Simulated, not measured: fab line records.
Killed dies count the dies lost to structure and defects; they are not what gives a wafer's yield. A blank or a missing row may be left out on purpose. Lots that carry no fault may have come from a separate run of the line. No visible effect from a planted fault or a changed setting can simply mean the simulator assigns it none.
Comparing a struck lot with a sound one -- flow sky130 -- 16 out of 708 route steps
Sound: the wafers L128.2, L128.5, L128.6. Struck: wafers L131.2, L131.4 (left out: L131.5, a lot-mate that was not struck); the cause follows at the end.
At each step with rows: each side's tool, then ch and its chambers, then its first start. Under that, the readings that differ: sound wafers -- struck wafers -- difference of the means -- sigmas: that difference in standard deviations of wafers without a fault.
alike: a reading whose means differ by less than 2 such deviations, as well as words and numbers matching on both sides. not compared: withheld readings; readings where some wafer has no value; bounds like >300 that might hide an equal value; numbers whose values overlap and for which the record gives no deviation.
Wherever a step has rows on one side only, a row that says differs or no value, or a row with sigmas, the two part there. Non-overlapping numbers with no deviation appear without sigmas and do not part them. A reading missing from all wafers of one side parts the sides only when that side holds two or more wafers.

first, 3 steps without rows for these wafers: SKY_METAL2_EXPOSE_12 (exposes mask MM2, target cd 140 nm); SKY_METAL2_PEB_13; SKY_METAL2_DEVELOP_14 (develop time 60 s).
SKY_METAL2_CD_MEAS_15 targets a cd of 140 nm.
  sound on cd-sem-02, day 36 06:17; struck on cd-sem-01, day 37 02:55
  alike: cd-nm
SKY_METAL2_OVL_MEAS_16:
  sound on overlay-02, day 36 06:24; struck on overlay-02, day 37 03:01
  alike: METAL2_OVL
SKY_METAL2_DESCUM_17: chemistry O2, time 8 s.
  sound on rie-metal-02 ch 0,1, day 36 06:26; struck on rie-metal-02 ch 0, day 37 03:03
reading,sound,struck,difference,sigmas
oes-product-au (a.u.),1.021 1.002 0.990,0.983 0.993,-0.016,-2
  alike: drypump-motor-current-A
  not compared: rf-hours-counter-h
SKY_METAL2_ETCH_18: etches BARC in N2/H2, stops on SiO2, time 45.9 s, target depth 60 nm.
  sound on rie-metal-02 ch 0,1, day 36 06:28; struck on rie-metal-02 ch 0, day 37 03:05
  alike: drypump-motor-current-A, oes-product-au, throttle-valve-pct
  not compared: rf-hours-counter-h
SKY_METAL2_METAL_ETCH_19: etches the open film in Cl2/BCl3, stops on SiO2, target depth 360 nm, time 78 s.
  sound on rie-metal-02 ch 0,1, day 36 06:31; struck on rie-metal-02 ch 0, day 37 03:08
  alike: drypump-motor-current-A, oes-product-au, throttle-valve-pct
  not compared: rf-hours-counter-h
SKY_METAL2_STRIP_20: strips in O2/N2.
  sound on plasma-asher-02 ch 0,1, day 36 06:37; struck on plasma-asher-02 ch 0, day 37 03:14
  alike: drypump-motor-current-A, oes-product-au, strip-time-to-endpoint-s
  not compared: rf-hours-counter-h
then, 3 steps without rows for these wafers: SKY_METAL2_STRIP_21 (strips in post etch residue remover, time 1200 s); SKY_METAL2_CLEAN_22 (cleans in IPA, time 180 s); SKY_METAL2_CLEAN_23 (cleans in O3/DIW).
SKY_VIA2_HDPCVD_00: deposits SiO2, target thk 1180 nm, time 196.7 s.
  sound on hdpcvd-02 ch 0,2, day 36 07:13; struck on hdpcvd-02 ch 2, day 37 03:49
reading,sound,struck,difference,sigmas
run-length-s (s),225.3 225.4 224.9,236.8 237.3,+11.8,+26
model.SiO2_of_VIA2_HDPCVD_00.thk-nm (nm),1194 1216 1193,1259 1272,+64,
SKY_VIA2_THK_MEAS_01:
  sound on film-metro-02, day 36 07:20; struck on film-metro-02, day 37 03:58
reading,sound,struck,difference,sigmas
VIA2_HDPCVD_THK (nm),1193 1215 1193,1257 1272,+64,+7
SKY_VIA2_CMP_02: polishes SiO2.
  sound on cmp-01 ch 0,2,3, day 36 07:50; struck on cmp-01 ch 0,1, day 37 04:07
  alike: edge-zone-pressure-frac, motor-current-A, platen-rpm
-- the record jumps here: 10 days lie between the struck wafers' starts before and after (it left off in module VIA2 and takes up again in module PAD_OPEN, whose first step shown is number 708 of the route) --
SKY_PAD_OPEN_PROBE_99:
  sound on prober-02, day 46 14:25; struck on prober-01, day 47 04:17
  alike: defect-limited-yield, killed_at_M0_to_M3, killed_at_M4_up, killed-at-contacts, killed-at-front-end, killed-at-other, killed-dies, killed-open, killed-short, sort_bin_3_pad_short, sort_bin_5_function, sort_bin_6_memory, sort-n-pass, sort-yield-pct

== WHERE THEY PART ==
Earliest at SKY_METAL2_DESCUM_17; latest, in this record, at SKY_VIA2_THK_MEAS_01. Later steps at which nothing parts them and some readings are alike: SKY_VIA2_CMP_02, SKY_PAD_OPEN_PROBE_99.

WHY: what the simulator had put in
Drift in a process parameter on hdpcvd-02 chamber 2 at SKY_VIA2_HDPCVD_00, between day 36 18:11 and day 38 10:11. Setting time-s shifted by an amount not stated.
